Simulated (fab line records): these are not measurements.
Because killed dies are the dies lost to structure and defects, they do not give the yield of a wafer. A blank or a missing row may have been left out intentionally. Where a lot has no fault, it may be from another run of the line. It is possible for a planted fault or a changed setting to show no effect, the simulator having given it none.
A lot that was struck, set against a sound lot + flow sfqLine + 13 out of 325 route steps
Sound: the wafers L890.3, L890.4, L890.5. Struck: wafer L897.6. (L897.3, L897.4 of the same lot were not struck and are left out.) The cause comes at the end.
For every step that has rows: the tool of each side, followed by ch and its chambers, followed by its first start. Under that, the readings that differ: sound wafers + struck wafers + difference of the means + sigmas: that difference in standard deviations of wafers without a fault.
alike: readings whose means differ by less than 2 such deviations, and words and numbers that are the same on both sides. not compared: withheld readings, readings that some wafer has no value for, bounds like >300 that may hide the same value, and numbers for which the record gives no deviation and whose values overlap.
The two part at a step that has a row with sigmas, a row that says differs or no value, or rows on one side only. Numbers that have no deviation but don't overlap get no sigmas and don't part them. A reading missing from all wafers of one side parts the sides only when that side holds two or more wafers.

first, 6 steps without rows for these wafers: SFQ_TRILAYER_M4_LITHO_COAT_098 (resist thk 62 nm); SFQ_TRILAYER_M4_LITHO_COAT_093 (resist thk 600 nm); SFQ_TRILAYER_M4_LITHO_SOFTBAKE_097; SFQ_TRILAYER_M4_LITHO_EXPOSE_094 (exposes mask M4, target cd 500 nm); SFQ_TRILAYER_M4_LITHO_PEB_096 (peb time 60 s); SFQ_TRILAYER_M4_LITHO_DEVELOP_095 (time 60 s).
SFQ_M4_OVL_MEAS_926:
  struck on overlay-01, day 55 06:31; sound on overlay-02, day 52 18:41
  alike: M4_OVL
SFQ_TRILAYER_M4_BARC_OPEN_METAL_ETCH_123: etches BARC in O2, target depth 125 nm, time 41.7 s.
  sound on rieMetal-04 ch 0,1, day 52 18:44; struck on rieMetal-02 ch 0, day 55 06:33
  alike: drypumpMotorCurrentA, oesProductAu
  not compared: rfHoursCounterH
SFQ_TRILAYER_M4_ETCH_METAL_ETCH_096: etches Nb in Cl2/Ar, stops on SiO2, target depth 240 nm, time 120 s.
  sound on rieMetal-04 ch 0,1, day 52 18:49; struck on rieMetal-02 ch 0, day 55 06:38
  alike: drypumpMotorCurrentA, oesProductAu
  not compared: rfHoursCounterH
SFQ_TRILAYER_M4_STRIP_STRIP_097: strips in O2.
  sound on rieMetal-04 ch 0,1, day 52 19:06; struck on rieMetal-02 ch 0, day 55 06:55
  alike: drypumpMotorCurrentA, oesProductAu
  not compared: rfHoursCounterH
then, 1 step without rows for these wafers: SFQ_TRILAYER_M4_STRIP_SOLV_CLEAN_098 (cleans in NMP, time 600 s).
SFQ_TRILAYER_I4_DEP_PECVD_099: deposits SiO2 from SiH4/N2O, time 111.11 s, target thk 500 nm.
  sound on pecvd-02 ch 0,2, day 52 19:41; struck on pecvd-01 ch 1, day 55 07:29
| reading                                            | sound             | struck | difference | sigmas |
|----------------------------------------------------|-------------------|--------|------------|--------|
| heaterPowerW (W)                                   | 69 77 73          | 118    | +45        | +3     |
| rfFwdPowerW (W)                                    | 181.8 180.1 181.4 | 153.5  | -27.6      | -41    |
| throttleValvePct (%)                               | 23.6 23.0 23.2    | 27.7   | +4.4       | +2     |
| model.SiO2_of_TRILAYER_I4_DEP_PECVD_099.thkNm (nm) | 505.8 511.5 510.6 | 469.4  | -39.9      |        |
  alike: susceptorTempC
SFQ_TRILAYER_I4_CMP_CMP_100: polishes SiO2.
  sound on cmp-01 ch 0,1, day 52 21:54; struck on cmp-01 ch 2, day 55 18:25
  alike: headPressurePsi, motorCurrentA, slurryFilterDpKPa

== WHERE THEY PART ==
Within this record, at SFQ_TRILAYER_I4_DEP_PECVD_099 only. Later steps at which nothing parts them and some readings are alike: SFQ_TRILAYER_I4_CMP_CMP_100.

WHY: what had been put in by the simulator
pecvd-01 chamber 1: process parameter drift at SFQ_TRILAYER_I4_DEP_PECVD_099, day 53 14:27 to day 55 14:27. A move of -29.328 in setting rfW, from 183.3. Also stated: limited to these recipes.
